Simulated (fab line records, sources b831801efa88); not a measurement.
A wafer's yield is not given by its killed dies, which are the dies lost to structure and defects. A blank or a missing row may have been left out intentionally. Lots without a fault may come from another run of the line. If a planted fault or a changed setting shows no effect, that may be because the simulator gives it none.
What tool caused it? | flow gf180mcu | 24 lots with 72 wafers sampled at 4 steps, on a route of 602 steps

== WHAT THE GAUGES READ, wafer by wafer ==
GF_V3_THK_MEAS_03. Usual: V3_CVD_02_THK gives 848 nm (standard deviation 9.7).
lot  | measured     | on           | V3_CVD_02_THK (nm) | flag
L074 | day 22 02:01 | filmMetro-01 | 850 856 855        | 
L075 | day 22 02:31 | filmMetro-04 | 843 841 859        | 
L076 | day 22 07:33 | filmMetro-03 | 853 853 858        | 
L077 | day 22 14:25 | filmMetro-04 | 852 839 847        | 
L078 | day 22 19:33 | filmMetro-03 | 831 855 850        | 
L079 | day 23 17:38 | filmMetro-03 | 840 862 865        | 
L080 | day 24 04:25 | filmMetro-04 | 847 852 869        | 
L081 | day 24 04:37 | filmMetro-04 | 845 835 849        | 
L082 | day 24 06:52 | filmMetro-04 | 833 840 835        | 
L083 | day 24 18:40 | filmMetro-04 | 851 863 853        | 
L084 | day 25 12:29 | filmMetro-03 | 826 843 848        | 
L085 | day 25 18:24 | filmMetro-01 | 835 849 849        | 
L086 | day 25 21:36 | filmMetro-03 | 838 847 845        | 
L087 | day 26 02:38 | filmMetro-03 | 842 828 853        | 
L088 | day 26 07:28 | filmMetro-04 | 833 859 856        | 
L090 | day 27 06:20 | filmMetro-03 | 835 849 849        | 
L089 | day 27 07:27 | filmMetro-03 | 850 862 867        | 
L091 | day 27 16:19 | filmMetro-03 | 848 850 847        | 
L092 | day 27 18:56 | filmMetro-01 | 842 851 849        | 
L093 | day 28 00:17 | filmMetro-01 | 845 856 854        | 
L094 | day 28 08:18 | filmMetro-04 | 848 838 859        | 
L095 | day 28 13:09 | filmMetro-01 | 844 836 863        | 
L096 | day 28 16:22 | filmMetro-01 | 846 838 861        | 
L097 | day 28 22:55 | filmMetro-04 | 847 836 851        | 

GF_V4_THK_MEAS_01. Usual: V4_CVD_00_THK gives 584 nm (standard deviation 8.3).
lot  | measured     | on           | V4_CVD_00_THK (nm) | flag
L074 | day 24 02:20 | filmMetro-01 | 570 561 575        | 
L075 | day 24 02:59 | filmMetro-04 | 580 578 581        | 
L076 | day 24 08:30 | filmMetro-01 | 572 569 583        | 
L077 | day 24 14:24 | filmMetro-04 | 577 570 578        | 
L078 | day 24 19:54 | filmMetro-01 | 586 582 593        | 
L079 | day 25 15:50 | filmMetro-02 | 578 584 574        | 
L080 | day 26 02:07 | filmMetro-02 | 597 592 578        | 
L081 | day 26 02:25 | filmMetro-02 | 583 581 577        | 
L082 | day 26 05:02 | filmMetro-01 | 592 586 591        | 
L083 | day 26 16:17 | filmMetro-02 | 584 583 584        | 
L084 | day 27 08:47 | filmMetro-04 | 601 588 607        | 
L085 | day 27 14:54 | filmMetro-02 | 590 584 590        | 
L086 | day 27 17:24 | filmMetro-01 | 589 582 590        | 
L087 | day 27 22:47 | filmMetro-02 | 595 580 589        | 
L088 | day 28 02:44 | filmMetro-01 | 586 586 582        | 
L090 | day 29 00:20 | filmMetro-04 | 593 579 589        | 
L089 | day 29 01:16 | filmMetro-02 | 580 592 594        | 
L091 | day 29 10:11 | filmMetro-01 | 571 590 575        | 
L092 | day 29 12:47 | filmMetro-04 | 584 582 579        | 
L093 | day 29 18:42 | filmMetro-04 | 584 583 582        | 
L094 | day 30 01:03 | filmMetro-04 | 597 594 595        | 
L095 | day 30 04:50 | filmMetro-04 | 597 582 590        | 
L096 | day 30 09:10 | filmMetro-04 | 594 575 593        | 
L097 | day 30 15:07 | filmMetro-01 | 567 587 574        | 

GF_V4_THK_MEAS_03. Usual: V4_CVD_02_THK gives 849 nm (standard deviation 12).
lot  | measured     | on           | V4_CVD_02_THK (nm) | flag
L074 | day 24 02:28 | filmMetro-02 | 849 838 850        | 
L075 | day 24 03:07 | filmMetro-01 | 837 837 843        | 
L076 | day 24 08:38 | filmMetro-02 | 824 835 832        | 
L077 | day 24 14:32 | filmMetro-02 | 842 845 851        | 
L078 | day 24 20:01 | filmMetro-01 | 843 856 857        | 
L079 | day 25 15:58 | filmMetro-04 | 843 860 855        | 
L080 | day 26 02:15 | filmMetro-01 | 822 838 838        | 
L081 | day 26 02:33 | filmMetro-04 | 833 828 843        | 
L082 | day 26 05:10 | filmMetro-01 | 834 863 842        | 
L083 | day 26 16:25 | filmMetro-01 | 833 860 846        | 
L084 | day 27 08:55 | filmMetro-01 | 830 853 860        | 
L085 | day 27 15:02 | filmMetro-02 | 848 847 852        | 
L086 | day 27 17:31 | filmMetro-02 | 847 865 862        | 
L087 | day 27 22:55 | filmMetro-01 | 855 844 863        | 
L088 | day 28 02:52 | filmMetro-02 | 849 863 857        | 
L090 | day 29 00:28 | filmMetro-04 | 846 838 871        | 
L089 | day 29 01:24 | filmMetro-01 | 834 846 872        | 
L091 | day 29 10:19 | filmMetro-04 | 869 878 860        | 
L092 | day 29 12:55 | filmMetro-02 | 854 866 860        | 
L093 | day 29 18:50 | filmMetro-02 | 850 863 848        | 
L094 | day 30 01:11 | filmMetro-02 | 835 830 852        | 
L095 | day 30 04:58 | filmMetro-01 | 851 855 866        | 
L096 | day 30 09:18 | filmMetro-01 | 842 821 832        | 
L097 | day 30 15:15 | filmMetro-01 | 839 855 868        | 

GF_V4_THK_MEAS_25: measures by xrf. Usual: V4_W_THK gives 353 nm (standard deviation 5.5).
lot  | measured     | on           | V4_W_THK (nm) | flag
L074 | day 25 02:08 | filmMetro-01 | 357 357 354   | 
L075 | day 25 02:53 | filmMetro-01 | 346 351 344   | 
L076 | day 25 08:15 | filmMetro-01 | 358 354 357   | 
L077 | day 25 13:38 | filmMetro-01 | 352 349 351   | 
L078 | day 25 19:02 | filmMetro-01 | 349 352 350   | 
L079 | day 26 14:30 | filmMetro-02 | 355 359 356   | 
L080 | day 27 00:35 | filmMetro-04 | 356 360 355   | 
L081 | day 27 01:08 | filmMetro-02 | 366 363 365   | 
L082 | day 27 03:23 | filmMetro-02 | 360 364 356   | 
L083 | day 27 14:39 | filmMetro-04 | 353 348 350   | 
L084 | day 28 06:41 | filmMetro-01 | 347 345 344   | 
L085 | day 28 11:56 | filmMetro-01 | 345 349 343   | 
L086 | day 28 15:17 | filmMetro-01 | 347 346 350   | 
L087 | day 28 19:40 | filmMetro-04 | 347 350 350   | 
L088 | day 28 23:38 | filmMetro-02 | 354 356 353   | 
L090 | day 29 21:50 | filmMetro-02 | 349 356 359   | 
L089 | day 29 22:58 | filmMetro-02 | 352 356 360   | 
L091 | day 30 07:05 | filmMetro-02 | 356 362 356   | 
L092 | day 30 09:07 | filmMetro-01 | 346 351 352   | 
L093 | day 30 14:15 | filmMetro-02 | 357 358 356   | 
L094 | day 30 21:25 | filmMetro-01 | 341 346 351   | 
L095 | day 31 00:11 | filmMetro-02 | 354 358 355   | 
L096 | day 31 05:28 | filmMetro-02 | 358 360 359   | 
L097 | day 31 10:53 | filmMetro-01 | 349 352 349   | 

== WHAT TOOL EACH LOT RAN ON (gives the tool, then ch and the chambers of the sampled wafers, and finally the start) ==
No process step before these readings appears in the record.

== AS READ BY THE TOOLS THEMSELVES (means over the sampled wafers that have a number; for cases with no such wafer, the mark the record gives instead) ==
The record holds no such reading with a usual standard deviation.

== THE ANSWER, worked out from the rows above alone ==
Rule: lot off if the mean of its wafers having a number is beyond 3 standard deviations from the usual mean. Also off: a lot with no number at a reading for which 4 or more lots have one. The other lots that the step has rows for count as sound. The gauges are gone through in route order, then the tools' own readings, and for those a lot's mean is taken as printed above. At the first step where some lot is off, the reading lying furthest off is the one used; lots without a number count as furthest.
No lot is off on any of the readings shown, so nothing can be concluded from this.

== WHAT WAS PUT IN BY THE SIMULATOR ==
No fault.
